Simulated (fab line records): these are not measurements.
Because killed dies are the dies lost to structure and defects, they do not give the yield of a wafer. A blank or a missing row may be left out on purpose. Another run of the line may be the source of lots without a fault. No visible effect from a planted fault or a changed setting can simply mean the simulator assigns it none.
Chamber matching ; flow gf180mcu ; GF_V1_ETCH_16 on rie diel-01: 4 sister chambers
The step etches BARC in N2/H2. 14 wafers are shown with their chamber, then 7 later ones without.

WAFERS PAIRED WITH THEIR CHAMBERS
wafer;chamber;throttle valve pct (%);oes product au (a.u.)
L845.1;1;13.226;0.850
L845.3;0;13.221;0.851
L845.6;3;13.222;0.857
L846.3;0;13.237;0.858
L846.4;2;13.229;0.860
L846.6;2;13.227;0.857
L848.1;3;13.218;0.856
L848.5;0;13.226;0.858
L848.6;2;13.230;0.860
L850.1;1;13.219;0.849
L850.5;0;13.224;0.855
L850.6;3;13.214;0.854
L852.1;1;13.220;0.860
L852.3;2;13.232;0.857

SIGNATURES, as means of the wafers listed above
reading;chamber 0;chamber 1;chamber 2;chamber 3;scatter within a chamber
throttle valve pct;13.22700;13.22167;13.22950;13.21800;0.00469
oes product au;0.85550;0.85300;0.85850;0.85567;0.00347
Rule: for a wafer and a chamber, the distance is found by dividing, reading by reading, the gap between the wafer's reading and the chamber's mean by the reading's scatter, squaring, summing and taking the root. If the next closest chamber is less than 2 further off than the closest, the wafer can't be placed; otherwise it belongs to the closest. How the scatter is found: for the shown wafers, subtract from each reading the mean of its chamber, square and add these, divide the total by (wafers less chambers), then take the root.

WAFERS WITH NO CHAMBER GIVEN
wafer;throttle valve pct (%);oes product au (a.u.)
L852.5;13.226;0.852
L853.1;13.228;0.854
L853.5;13.229;0.856
L853.6;13.227;0.858
L862.1;13.209;0.867
L862.3;13.225;0.860
L862.5;13.217;0.853

THE CHAMBER EACH PASSED THROUGH
wafer;from the rows above;in truth
L852.5;can't be placed: 1 or 0 or 3 or 2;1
L853.1;can't be placed: 0 or 2 or 1 or 3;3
L853.5;can't be placed: 0 or 2 or 1 or 3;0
L853.6;can't be placed: 2 or 0 or 1 or 3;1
L862.1;can't be placed: 3 or 1 or 2 or 0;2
L862.3;can't be placed: 2 or 0 or 3 or 1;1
L862.5;can't be placed: 3 or 1 or 0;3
Placed correctly: 0 of 7. Cannot be placed on the basis of these rows: 7; the candidates contain the true chamber in 7. Number placed wrongly: 0.
